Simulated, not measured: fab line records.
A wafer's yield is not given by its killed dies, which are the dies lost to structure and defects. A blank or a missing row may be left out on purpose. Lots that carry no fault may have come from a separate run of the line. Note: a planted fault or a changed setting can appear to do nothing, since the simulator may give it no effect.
Matching of chambers    flow gf180mcu    3 sister chambers for GF_V3_CVD_02 on pecvd-03
The step deposits SiO2 from TEOS, target thk 850 nm, time 96.61 s. 20 wafers are shown with their chamber, then 10 later ones without.

EACH WAFER AND ITS CHAMBER
wafer   chamber  heater-power-w (W)
L075.4  2        631
L075.5  1        799
L075.6  0        749
L078.1  1        781
L078.5  1        794
L078.6  2        656
L082.2  2        673
L082.3  0        608
L082.5  0        679
L086.2  2        560
L086.5  0        746
L086.6  1        743
L087.2  1        762
L087.4  1        791
L087.6  0        713
L088.2  1        668
L088.3  0        732
L088.6  0        735
L089.1  1        726
L089.2  2        625

SIGNATURES (means of the wafers above)
reading         chamber 0  chamber 1  chamber 2  scatter within a chamber
heater-power-w  708.86     758.00     629.00     46.5
Rule: distance of a wafer from a chamber = root of the sum over the readings of ((wafer's reading minus chamber's mean) / reading's scatter) squared. The wafer belongs to the nearest chamber; if the next one is less than 2 further off, it can't be placed. The scatter: the root of (the sum of the squares of (reading less its chamber's mean) over the shown wafers, divided by (wafers less chambers)).

WAFERS WHOSE CHAMBER IS MISSING
wafer   heater-power-w (W)
L089.5  753
L092.1  708
L092.2  738
L092.5  739
L094.2  807
L094.3  607
L094.5  657
L097.4  759
L097.5  706
L097.6  537

CHAMBER TAKEN BY EACH
wafer   from the rows above           in truth
L089.5  can't be placed: 1 or 0       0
L092.1  can't be placed: 0 or 1 or 2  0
L092.2  can't be placed: 1 or 0 or 2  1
L092.5  can't be placed: 1 or 0 or 2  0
L094.2  can't be placed: 1 or 0       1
L094.3  can't be placed: 2 or 0       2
L094.5  can't be placed: 2 or 0 or 1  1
L097.4  can't be placed: 1 or 0       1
L097.5  can't be placed: 0 or 1 or 2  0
L097.6  can't be placed: 2 or 0       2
0 of 10 placed correctly. Not placeable from these rows: 10 (in 10, the candidates include the true chamber). Wrongly placed: 0.
